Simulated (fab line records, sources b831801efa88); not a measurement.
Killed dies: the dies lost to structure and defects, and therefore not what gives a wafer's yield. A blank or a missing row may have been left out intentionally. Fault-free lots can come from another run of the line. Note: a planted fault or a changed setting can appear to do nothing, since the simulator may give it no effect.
What tool caused it? | flow gf180mcu | 24 lots with 72 wafers sampled at 6 steps, on a route of 602 steps

## WHAT THE GAUGES SHOWED, per wafer
GF_V3_THK_MEAS_25: measures by xrf. Usual: V3_W_THK typically reads 354 nm, with standard deviation 4.4.
lot  | measured     | on            | V3_W_THK (nm) | flag
L074 | day 22 10:40 | film_metro-02 | 352 356 354   |
L075 | day 22 20:32 | film_metro-03 | 360 358 349   |
L076 | day 23 16:15 | film_metro-03 | 350 348 354   |
L077 | day 23 19:28 | film_metro-03 | 359 352 361   |
L078 | day 24 06:04 | film_metro-03 | 345 358 351   |
L079 | day 24 13:41 | film_metro-01 | 360 362 359   |
L080 | day 24 19:32 | film_metro-01 | 356 356 353   |
L081 | day 25 03:25 | film_metro-03 | 352 348 356   |
L082 | day 25 06:11 | film_metro-02 | 358 356 350   |
L083 | day 25 21:35 | film_metro-01 | 354 358 354   |
L085 | day 26 05:42 | film_metro-03 | 351 355 353   |
L084 | day 26 08:07 | film_metro-02 | 354 356 359   |
L086 | day 26 19:20 | film_metro-01 | 353 352 354   |
L087 | day 27 01:58 | film_metro-03 | 353 359 357   |
L088 | day 27 08:59 | film_metro-01 | 354 353 348   |
L089 | day 27 18:42 | film_metro-02 | 357 351 356   |
L090 | day 27 18:01 | film_metro-03 | 352 345 348   |
L091 | day 28 09:42 | film_metro-01 | 360 355 358   |
L092 | day 28 19:20 | film_metro-02 | 353 350 352   |
L093 | day 29 05:14 | film_metro-02 | 350 360 347   |
L094 | day 29 08:07 | film_metro-03 | 355 355 359   |
L095 | day 29 09:34 | film_metro-03 | 351 354 350   |
L096 | day 29 23:09 | film_metro-02 | 345 346 351   |
L097 | day 30 06:21 | film_metro-03 | 356 358 357   |

GF_V4_OVL_MEAS_15. Usual: V4_OVL typically reads 2 nm, with standard deviation 5.3.
lot  | measured     | on         | V4_OVL (nm) | flag
L074 | day 24 11:09 | overlay-02 | -3 -1 2     |
L075 | day 24 19:35 | overlay-01 | 8 0 2       |
L076 | day 25 14:31 | overlay-01 | 5 9 2       |
L077 | day 25 16:53 | overlay-02 | 13 12 13    |
L078 | day 26 03:04 | overlay-02 | 1 3 4       |
L079 | day 26 09:28 | overlay-02 | -1 2 0      |
L080 | day 26 17:01 | overlay-02 | 3 5 4       |
L081 | day 26 23:19 | overlay-01 | 4 7 9       |
L082 | day 27 01:19 | overlay-02 | -10 -6 -5   |
L083 | day 27 16:53 | overlay-02 | 0 6 1       |
L085 | day 28 00:57 | overlay-02 | -4 -4 5     |
L084 | day 28 03:40 | overlay-01 | -3 -11 -12  |
L086 | day 28 13:56 | overlay-01 | 1 5 1       |
L087 | day 28 20:08 | overlay-01 | 7 5 2       |
L088 | day 29 02:39 | overlay-01 | -1 9 8      |
L089 | day 29 11:43 | overlay-02 | 5 0 2       |
L090 | day 29 10:59 | overlay-01 | 0 2 9       |
L091 | day 30 01:49 | overlay-01 | 10 9 8      |
L092 | day 30 11:00 | overlay-01 | -4 -4 -5    |
L093 | day 30 20:58 | overlay-02 | 3 5 8       |
L094 | day 30 23:53 | overlay-02 | 5 9 9       |
L095 | day 31 00:18 | overlay-01 | 4 2 0       |
L096 | day 31 14:07 | overlay-01 | 0 0 -1      |
L097 | day 31 19:57 | overlay-01 | 6 6 13      |

GF_V5_BOW_MEAS_05. Usual: V5_BOW typically reads 135 um, with standard deviation 9.8.
lot  | measured     | on            | V5_BOW (um) | flag
L074 | day 26 09:43 | film_metro-02 | 145 141 151 |
L075 | day 26 18:24 | film_metro-03 | 119 121 119 |
L076 | day 27 11:53 | film_metro-02 | 149 150 147 |
L077 | day 27 14:28 | film_metro-01 | 132 136 142 |
L078 | day 28 00:09 | film_metro-03 | 120 115 119 |
L079 | day 28 05:13 | film_metro-01 | 142 142 125 |
L080 | day 28 13:16 | film_metro-01 | 146 143 144 |
L081 | day 28 18:40 | film_metro-03 | 128 128 127 |
L082 | day 28 20:16 | film_metro-03 | 126 133 128 |
L083 | day 29 11:58 | film_metro-03 | 129 118 129 |
L085 | day 29 19:27 | film_metro-03 | 136 123 133 |
L084 | day 29 22:04 | film_metro-02 | 148 136 146 |
L086 | day 30 07:55 | film_metro-01 | 148 143 145 |
L087 | day 30 12:41 | film_metro-01 | 143 152 138 |
L088 | day 30 19:52 | film_metro-01 | 140 140 123 |
L089 | day 31 04:38 | film_metro-02 | 138 150 140 |
L090 | day 31 04:01 | film_metro-01 | 131 115 134 |
L091 | day 31 17:32 | film_metro-03 | 138 129 133 |
L092 | day 32 01:16 | film_metro-03 | 144 140 140 |
L093 | day 32 11:20 | film_metro-01 | 136 133 142 |
L094 | day 32 13:14 | film_metro-01 | 136 134 133 |
L095 | day 32 14:10 | film_metro-03 | 126 135 133 |
L096 | day 33 02:53 | film_metro-03 | 131 132 126 |
L097 | day 33 07:35 | film_metro-01 | 130 143 119 |

GF_V5_OVL_MEAS_15. Usual: V5_OVL typically reads 0 nm, with standard deviation 4.6.
lot  | measured     | on         | V5_OVL (nm) | flag
L074 | day 27 06:14 | overlay-01 | -4 -3 2     |
L075 | day 27 14:56 | overlay-01 | 4 4 -2      |
L076 | day 28 07:55 | overlay-01 | -1 0 -5     |
L077 | day 28 11:00 | overlay-02 | 0 4 0       |
L078 | day 28 20:23 | overlay-02 | 6 6 8       |
L079 | day 29 01:01 | overlay-01 | 6 1 1       |
L080 | day 29 09:08 | overlay-01 | 1 -1 -3     |
L081 | day 29 13:47 | overlay-02 | 0 -3 -5     |
L082 | day 29 16:14 | overlay-01 | 7 1 6       |
L083 | day 30 06:52 | overlay-02 | 0 -4 -5     |
L085 | day 30 13:58 | overlay-02 | -6 -3 -5    |
L084 | day 30 17:11 | overlay-01 | 1 2 -3      |
L086 | day 31 01:59 | overlay-02 | 0 1 -4      |
L087 | day 31 06:41 | overlay-01 | -2 -8 -1    |
L088 | day 31 13:26 | overlay-02 | 3 1 6       |
L089 | day 31 22:14 | overlay-02 | 6 4 7       |
L090 | day 31 21:49 | overlay-01 | -2 3 3      |
L091 | day 32 10:50 | overlay-02 | -3 0 -6     |
L092 | day 32 17:50 | overlay-01 | -3 6 -1     |
L093 | day 33 03:50 | overlay-01 | -8 -14 -13  |
L094 | day 33 05:11 | overlay-01 | 5 0 3       |
L095 | day 33 06:28 | overlay-01 | 5 3 -1      |
L096 | day 33 17:50 | overlay-01 | 4 7 0       |
L097 | day 33 22:55 | overlay-02 | 5 0 6       |

## WHAT TOOL EACH LOT RAN ON (gives the tool, then ch and the chambers of the sampled wafers, and finally the start)
lot  | GF_M2_SPUTTER_04             | GF_V4_STRIP_18
L074 | pvd_sputter-01, day 18 04:22 | plasma_asher-03 ch 0,1, day 24 11:19
L075 | pvd_sputter-03, day 18 15:04 | plasma_asher-04 ch 0,1, day 24 19:46
L076 | pvd_sputter-01, day 19 12:11 | plasma_asher-04 ch 0,1, day 25 14:41
L077 | pvd_sputter-01, day 19 15:18 | plasma_asher-01 ch 0,1, day 25 17:04
L078 | pvd_sputter-03, day 19 23:35 | plasma_asher-04 ch 0,1, day 26 03:14
L079 | pvd_sputter-01, day 20 10:42 | plasma_asher-04 ch 0,1, day 26 09:38
L080 | pvd_sputter-04, day 20 18:42 | plasma_asher-03 ch 1, day 26 17:11
L081 | pvd_sputter-03, day 21 02:28 | plasma_asher-04 ch 0,1, day 26 23:29
L082 | pvd_sputter-04, day 21 06:16 | plasma_asher-03 ch 0,1, day 27 01:30
L083 | pvd_sputter-04, day 21 22:02 | plasma_asher-01 ch 0,1, day 27 17:02
L085 | pvd_sputter-01, day 22 08:14 | plasma_asher-01 ch 0,1, day 28 01:07
L084 | pvd_sputter-01, day 22 09:58 | plasma_asher-04 ch 0,1, day 28 03:54
L086 | pvd_sputter-01, day 22 21:57 | plasma_asher-03 ch 0,1, day 28 14:07
L087 | pvd_sputter-01, day 23 05:28 | plasma_asher-03 ch 0,1, day 28 20:19
L088 | pvd_sputter-04, day 23 14:02 | plasma_asher-03 ch 0,1, day 29 02:49
L089 | pvd_sputter-04, day 23 22:40 | plasma_asher-01 ch 0,1, day 29 11:53
L090 | pvd_sputter-01, day 23 23:38 | plasma_asher-04 ch 0,1, day 29 11:10
L091 | pvd_sputter-01, day 24 15:32 | plasma_asher-04 ch 0,1, day 30 01:59
L092 | pvd_sputter-01, day 25 02:19 | plasma_asher-04 ch 0,1, day 30 11:11
L093 | pvd_sputter-01, day 25 14:12 | plasma_asher-04 ch 0,1, day 30 21:08
L094 | pvd_sputter-04, day 25 15:51 | plasma_asher-04 ch 0,1, day 31 00:04
L095 | pvd_sputter-04, day 25 18:12 | plasma_asher-01 ch 0,1, day 31 00:28
L096 | pvd_sputter-01, day 26 08:23 | plasma_asher-01 ch 0,1, day 31 14:23
L097 | pvd_sputter-03, day 26 17:34 | plasma_asher-01 ch 0,1, day 31 20:07
- GF_M2_SPUTTER_04: material TiN, target thk 50 nm, time 41.7 s.
- GF_V4_STRIP_18: strips in O2/N2.

## WHAT THE TOOLS THEMSELVES READ (means of the sampled wafers that have a number; where no wafer has one, the mark that the record gives instead)
GF_M2_SPUTTER_04. Usual: throttle_valve_pct at 30.7 %, with a standard deviation of 0.89.
lot  | tool           | throttle_valve_pct (%) | flag
L074 | pvd_sputter-01 | 31.0                   |
L075 | pvd_sputter-03 | 30.5                   |
L076 | pvd_sputter-01 | 30.9                   |
L077 | pvd_sputter-01 | 30.5                   |
L078 | pvd_sputter-03 | 29.5                   |
L079 | pvd_sputter-01 | 30.9                   |
L080 | pvd_sputter-04 | 30.5                   |
L081 | pvd_sputter-03 | 29.1                   |
L082 | pvd_sputter-04 | 30.1                   |
L083 | pvd_sputter-04 | 30.9                   |
L085 | pvd_sputter-01 | 30.5                   |
L084 | pvd_sputter-01 | 31.0                   |
L086 | pvd_sputter-01 | 31.4                   |
L087 | pvd_sputter-01 | 30.9                   |
L088 | pvd_sputter-04 | 31.1                   |
L089 | pvd_sputter-04 | 30.6                   |
L090 | pvd_sputter-01 | 30.7                   |
L091 | pvd_sputter-01 | 30.7                   |
L092 | pvd_sputter-01 | 30.9                   |
L093 | pvd_sputter-01 | 30.5                   |
L094 | pvd_sputter-04 | 30.5                   |
L095 | pvd_sputter-04 | 29.9                   |
L096 | pvd_sputter-01 | 31.1                   |
L097 | pvd_sputter-03 | 31.9                   |

GF_V4_STRIP_18. Usual: drypump_motor_current_A 5.5 A, standard deviation 0.39; heater_power_w 364 W, standard deviation 58; oes_product_au 0.593 a.u., standard deviation 0.0049.
lot  | tool            | drypump_motor_current_A (A) | heater_power_w (W) | oes_product_au (a.u.) | flag
L074 | plasma_asher-03 | 6.1                         | 323                | 0.602                 |
L075 | plasma_asher-04 | 5.4                         | 359                | 0.592                 |
L076 | plasma_asher-04 | 5.5                         | 360                | 0.595                 |
L077 | plasma_asher-01 | 5.4                         | 373                | 0.595                 |
L078 | plasma_asher-04 | 5.5                         | 359                | 0.595                 |
L079 | plasma_asher-04 | 5.3                         | 409                | 0.597                 |
L080 | plasma_asher-03 | 6.4                         | 324                | 0.593                 |
L081 | plasma_asher-04 | 5.3                         | 408                | 0.590                 |
L082 | plasma_asher-03 | 6.1                         | 324                | 0.593                 |
L083 | plasma_asher-01 | 5.4                         | 370                | 0.590                 |
L085 | plasma_asher-01 | 5.6                         | 374                | 0.593                 |
L084 | plasma_asher-04 | 5.3                         | 411                | 0.592                 |
L086 | plasma_asher-03 | 6.1                         | 319                | 0.588                 |
L087 | plasma_asher-03 | 5.9                         | 322                | 0.592                 |
L088 | plasma_asher-03 | 5.9                         | 319                | 0.595                 |
L089 | plasma_asher-01 | 5.3                         | 372                | 0.594                 |
L090 | plasma_asher-04 | 5.3                         | 418                | 0.592                 |
L091 | plasma_asher-04 | 5.3                         | 406                | 0.596                 |
L092 | plasma_asher-04 | 5.5                         | 360                | 0.596                 |
L093 | plasma_asher-04 | 5.3                         | 406                | 0.592                 |
L094 | plasma_asher-04 | 5.3                         | 408                | 0.598                 |
L095 | plasma_asher-01 | 5.5                         | 369                | 0.592                 |
L096 | plasma_asher-01 | 5.4                         | 369                | 0.590                 |
L097 | plasma_asher-01 | 5.5                         | 375                | 0.595                 |

## THE ANSWER, worked out from the rows above alone
Rule: a lot is off if the mean of its wafers that have a number lies more than 3 standard deviations from the usual mean. Also off: a lot with no number at a reading for which 4 or more lots have one. Any other lot the step has rows for is counted as sound. First the gauges in route order, then the tools' own readings, where a lot's mean is used as printed above. The first step at which some lot is off is used, and at that step the reading that is off furthest; a lot without a number counts as furthest.
No lot is off at any reading shown: from this, nothing can be told.

## WHAT THE SIMULATOR PUT IN
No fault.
